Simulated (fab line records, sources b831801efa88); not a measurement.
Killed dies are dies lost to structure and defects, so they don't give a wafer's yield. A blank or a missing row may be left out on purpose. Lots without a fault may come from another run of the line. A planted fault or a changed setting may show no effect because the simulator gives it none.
A struck lot beside a sound one | flow gf180mcu | 37 steps out of a route of 602
Sound: wafers L595.2, L595.4, L595.5. Struck: wafers L602.1, L602.2, L602.3. The cause comes at the end.
At each step with rows: each side's tool, then ch and its chambers, then its first start. Under that, the readings that differ: sound wafers | struck wafers | difference of the means | sigmas: that difference in standard deviations of wafers without a fault.
alike: readings whose means differ by less than 2 such deviations, and words and numbers that are the same on both sides. not compared: withheld readings, readings that some wafer has no value for, bounds like >300 that may hide the same value, and numbers for which the record gives no deviation and whose values overlap.
The two part at a step that has a row with sigmas, a row that says differs or no value, or rows on one side only. Numbers that don't overlap but have no deviation are shown without sigmas and don't part them. A reading that every wafer of one side lacks parts them only if that side has two wafers or more.

first, 9 steps without rows for these wafers: GF_HV_LDD_EXPOSE_04 (exposes mask Nplus LV AREA, target cd 400 nm); GF_HV_LDD_PEB_05; GF_HV_LDD_DEVELOP_06 (develop time 60 s); GF_HV_LDD_IMPLANT_09; GF_HV_LDD_STRIP_10 (strips in O2/N2); GF_HV_LDD_DEHYDRATE_12 (time 60 s); GF_HV_LDD_HMDS_13 (prime time 60 s); GF_HV_LDD_COAT_14 (resist thk 1000 nm); GF_HV_LDD_SOFTBAKE_15 (time 60 s).
GF_HV_LDD_EXPOSE_16: exposes mask Pplus LV AREA, target cd 400 nm.
  sound on iline_stepper-01 ch 0, day 11 06:34; struck on iline_stepper-01 ch 0, day 13 11:09
  reading              | sound                | struck               | difference | sigmas
  exposure_dose_mJ_cm2 | 139.87 140.16 139.94 | 127.05 126.76 126.57 | -13.20     | -88
  alike: mask
then, 2 steps without rows for these wafers: GF_HV_LDD_PEB_17; GF_HV_LDD_DEVELOP_18 (develop time 60 s).
GF_HV_LDD_CD_MEAS_19: target cd 400 nm.
  sound on cd_sem-01, day 11 16:02; struck on cd_sem-01, day 13 20:58
  reading    | sound             | struck            | difference | sigmas
  cd_nm (nm) | 399.6 399.6 399.4 | 372.3 373.0 370.6 | -27.6      | -11
then, 21 steps without rows for these wafers: GF_HV_LDD_IMPLANT_21; GF_HV_LDD_STRIP_22 (strips in O2/N2); GF_HV_LDD_DEHYDRATE_24 (time 60 s); GF_HV_LDD_HMDS_25 (prime time 60 s); GF_HV_LDD_COAT_26 (resist thk 1000 nm); GF_HV_LDD_SOFTBAKE_27 (time 60 s); GF_HV_LDD_EXPOSE_28 (exposes mask Nplus HV AREA, target cd 400 nm); GF_HV_LDD_PEB_29; GF_HV_LDD_DEVELOP_30 (develop time 60 s); GF_HV_LDD_IMPLANT_33; GF_HV_LDD_IMPLANT_34; GF_HV_LDD_IMPLANT_35; GF_HV_LDD_IMPLANT_36; GF_HV_LDD_STRIP_37 (strips in O2/N2); GF_HV_LDD_DEHYDRATE_39 (time 60 s); GF_HV_LDD_HMDS_40 (prime time 60 s); GF_HV_LDD_COAT_41 (resist thk 1000 nm); GF_HV_LDD_SOFTBAKE_42 (time 60 s); GF_HV_LDD_EXPOSE_43 (exposes mask Pplus HV AREA, target cd 400 nm); GF_HV_LDD_PEB_44; GF_HV_LDD_DEVELOP_45 (develop time 60 s).
-- the record jumps here: 12 days lie between the struck wafers' starts before and after (it left off in module HV_LDD and takes up again in module V3, whose first step shown is number 445 of the route) --
GF_V3_ETCH_16: etches BARC in N2/H2.
  sound on rie_diel-02 ch 2,3, day 23 11:50; struck on rie_diel-02 ch 0,1,3, day 25 23:34
  alike: drypump_motor_current_A, oes_product_au, throttle_valve_pct
  not compared: model.V3.cd_nm
GF_V3_ETCH_17: etches SiO2 in C4F8/O2/Ar, stops on TiN, target depth 635 nm.
  sound on rie_diel-02 ch 2,3; struck on rie_diel-02 ch 0,1,3
  alike: oes_product_au
  not compared: model.V3.cd_nm
-- the record jumps here: 6 days lie between the struck wafers' starts before and after (it left off in module V3 and takes up again in module PASSIVATION, whose first step shown is number 602 of the route) --
GF_PASSIVATION_PROBE_99:
  the record has rows for the struck wafers here (prober-01, day 32 01:01) and none for the sound ones

WHERE THEY PART
First at GF_HV_LDD_EXPOSE_16; last, within this record, at GF_PASSIVATION_PROBE_99.

WHY: what the simulator had put in
Process parameter drift: iline_stepper-01, from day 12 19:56 on, at GF_HV_LDD_EXPOSE_16. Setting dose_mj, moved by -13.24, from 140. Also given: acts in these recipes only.
